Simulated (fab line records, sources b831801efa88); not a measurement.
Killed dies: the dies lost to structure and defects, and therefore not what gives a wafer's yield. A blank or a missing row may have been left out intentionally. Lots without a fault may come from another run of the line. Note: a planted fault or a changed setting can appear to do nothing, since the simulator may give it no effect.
Commonality check across tools	flow sfq_line	Lots sampled 14, wafers sampled 41

== REASON FOR OPENING ==
SFQ_M4_RS_MEAS_924, reading M4_NB_RS: flagged on 2 of 14 lots. No-fault wafers: 0.893 ohm/sq, standard deviation 0.011.
Rule: a lot is flagged in two cases, either no wafer of it has a number, or all its wafers with numbers fall more than 4 standard deviations from that mean. The rest of the lots are taken to be sound.

lot	measured	on	M4_NB_RS (ohm/sq), wafer by wafer	flag
L357	day 32 01:36	film_metro-03	0.902 0.898 0.903	
L359	day 32 10:00	film_metro-04	0.889 0.889 0.886	
L361	day 32 22:11	film_metro-03	0.891 0.909 0.914	
L362	day 33 00:30	film_metro-01	0.886 0.889 0.892	
L363	day 33 07:48	film_metro-04	0.888 0.879 0.882	
L364	day 33 11:23	film_metro-04	0.883 0.876 0.886	
L367	day 34 14:50	film_metro-04	0.995 0.996	FLAGGED
L368	day 34 20:47	film_metro-03	0.983 0.991 0.993	FLAGGED
L374	day 36 10:29	film_metro-01	0.910 0.921 0.902	
L376	day 37 08:06	film_metro-01	0.908 0.903 0.902	
L377	day 37 14:07	film_metro-03	0.893 0.891 0.890	
L378	day 37 17:42	film_metro-01	0.875 0.882 0.870	
L379	day 37 20:10	film_metro-01	0.914 0.902 0.909	
L380	day 37 22:31	film_metro-01	0.885 0.880 0.881	
The mean of the flagged lots' numbers is 0.992 ohm/sq, +0.099 ohm/sq from the usual (+9 standard deviations).

== LOT BY LOT: THE TOOL USED ==
Before the reading, the record contains 4 process steps out of a 325-step route. Each cell gives the tool, then ch followed by the chambers the sampled wafers passed through, then the start.
lot	flag	SFQ_TRILAYER_M2_ETCH_METAL_ETCH_060	SFQ_TRILAYER_M2_STRIP_STRIP_061	SFQ_TRILAYER_I3_DEP_PECVD_081	SFQ_TRILAYER_M4_DEP_SPUTTER_091
L357		rie_metal-01 ch 1, day 20 07:57	rie_metal-01 ch 1, day 20 08:05	pecvd-01 ch 0,2, day 28 04:42	pvd_sputter-06, day 32 01:29
L359		rie_metal-01 ch 0,1, day 20 19:57	rie_metal-01 ch 0,1, day 20 20:05	pecvd-03 ch 0,2, day 28 15:30	pvd_sputter-03, day 32 09:55
L361		rie_metal-01 ch 0,1, day 21 04:21	rie_metal-01 ch 0,1, day 21 04:29	pecvd-03 ch 0,1,2, day 29 00:45	pvd_sputter-06, day 32 22:06
L362		rie_metal-01 ch 0,1, day 21 13:57	rie_metal-01 ch 0,1, day 21 14:05	pecvd-01 ch 0,1,2, day 29 05:33	pvd_sputter-03, day 33 00:25
L363		rie_metal-02 ch 0,1, day 22 00:46	rie_metal-02 ch 0,1, day 22 00:56	pecvd-01 ch 0,1,2, day 29 15:09	pvd_sputter-05, day 33 07:41
L364		rie_metal-01 ch 0,1, day 22 11:33	rie_metal-01 ch 0,1, day 22 11:41	pecvd-03 ch 0,1,2, day 29 22:38	pvd_sputter-05, day 33 11:18
L367	FLAGGED	rie_metal-01 ch 0,1, day 24 11:30	rie_metal-01 ch 0,1, day 24 11:47	pecvd-02 ch 0, day 31 05:35	pvd_sputter-05, day 34 14:43
L368	FLAGGED	rie_metal-04 ch 0,1, day 24 16:16	rie_metal-04 ch 0,1, day 24 16:23	pecvd-02 ch 0,1, day 31 10:21	pvd_sputter-05, day 34 20:41
L374		rie_metal-02 ch 0,1, day 26 09:39	rie_metal-02 ch 0,1, day 26 09:56	pecvd-01 ch 0,1, day 33 02:58	pvd_sputter-06, day 36 10:21
L376		rie_metal-04 ch 0, day 27 02:34	rie_metal-04 ch 0, day 27 02:49	pecvd-02 ch 1,2, day 33 15:54	pvd_sputter-06, day 37 08:01
L377		rie_metal-01 ch 1, day 27 03:43	rie_metal-01 ch 1, day 27 03:50	pecvd-02 ch 1,2, day 33 19:30	pvd_sputter-03, day 37 14:01
L378		rie_metal-02 ch 0,1, day 27 07:19	rie_metal-02 ch 0,1, day 27 07:26	pecvd-03 ch 0,1,2, day 34 00:34	pvd_sputter-05, day 37 17:37
L379		rie_metal-02 ch 0,1, day 27 19:21	rie_metal-02 ch 0,1, day 27 19:38	pecvd-02 ch 0,1,2, day 34 06:20	pvd_sputter-06, day 37 20:01
L380		rie_metal-02 ch 0,1, day 27 21:43	rie_metal-02 ch 0,1, day 27 21:50	pecvd-03 ch 0,2, day 34 08:42	pvd_sputter-05, day 37 22:25
What is done by these steps:
- SFQ_TRILAYER_M2_ETCH_METAL_ETCH_060: etches Nb in Cl2/Ar, stops on SiO2, target depth 240 nm, time 120 s.
- SFQ_TRILAYER_M2_STRIP_STRIP_061: strips in O2.
- SFQ_TRILAYER_I3_DEP_PECVD_081: deposits SiO2 from SiH4/N2O, time 111.11 s, target thk 500 nm.
- SFQ_TRILAYER_M4_DEP_SPUTTER_091: material Nb, target thk 200 nm, time 133.3 s.
- SFQ_M4_RS_MEAS_924: measures by four-point-probe.

== FLAGGED AGAINST TOTAL, ONE TOOL AT A TIME (gauges that did the reading follow at the end) ==
step	tool	lots run	flagged	share of the flagged lots	sound lots run after its first flagged lot
SFQ_TRILAYER_M2_ETCH_METAL_ETCH_060	rie_metal-01	7	1	some	1 (L377)
SFQ_TRILAYER_M2_ETCH_METAL_ETCH_060	rie_metal-02	5	0	none	-
SFQ_TRILAYER_M2_ETCH_METAL_ETCH_060	rie_metal-04	2	1	some	1 (L376)
SFQ_TRILAYER_M2_STRIP_STRIP_061	rie_metal-01	7	1	some	1 (L377)
SFQ_TRILAYER_M2_STRIP_STRIP_061	rie_metal-02	5	0	none	-
SFQ_TRILAYER_M2_STRIP_STRIP_061	rie_metal-04	2	1	some	1 (L376)
SFQ_TRILAYER_I3_DEP_PECVD_081	pecvd-01	4	0	none	-
SFQ_TRILAYER_I3_DEP_PECVD_081	pecvd-02	5	2	all	3 (L376,L377,L379)
SFQ_TRILAYER_I3_DEP_PECVD_081	pecvd-03	5	0	none	-
SFQ_TRILAYER_M4_DEP_SPUTTER_091	pvd_sputter-03	3	0	none	-
SFQ_TRILAYER_M4_DEP_SPUTTER_091	pvd_sputter-05	6	2	all	2 (L378,L380)
SFQ_TRILAYER_M4_DEP_SPUTTER_091	pvd_sputter-06	5	0	none	-
SFQ_M4_RS_MEAS_924	film_metro-01	6	0	none	-
SFQ_M4_RS_MEAS_924	film_metro-03	4	1	some	1 (L377)
SFQ_M4_RS_MEAS_924	film_metro-04	4	1	some	0

== WHAT THE TABLE ALLOWS ==
2 rows of the table ran every flagged lot: pecvd-02 at SFQ_TRILAYER_I3_DEP_PECVD_081, pvd_sputter-05 at SFQ_TRILAYER_M4_DEP_SPUTTER_091.
- pecvd-02 at SFQ_TRILAYER_I3_DEP_PECVD_081: 2 of its 5 lots flagged. After the first flagged lot (L376, L377, L379), sound lots still ran on it; a lasting fault on the whole tool would not permit that.
- pvd_sputter-05 at SFQ_TRILAYER_M4_DEP_SPUTTER_091: 2 of its 6 lots flagged. After the first flagged lot (L378, L380), sound lots still ran on it; a lasting fault on the whole tool would not permit that.
None of the table's rows ran every flagged lot and, after the first, no sound lot.

== WHAT THE SIMULATOR HAD PUT IN ==
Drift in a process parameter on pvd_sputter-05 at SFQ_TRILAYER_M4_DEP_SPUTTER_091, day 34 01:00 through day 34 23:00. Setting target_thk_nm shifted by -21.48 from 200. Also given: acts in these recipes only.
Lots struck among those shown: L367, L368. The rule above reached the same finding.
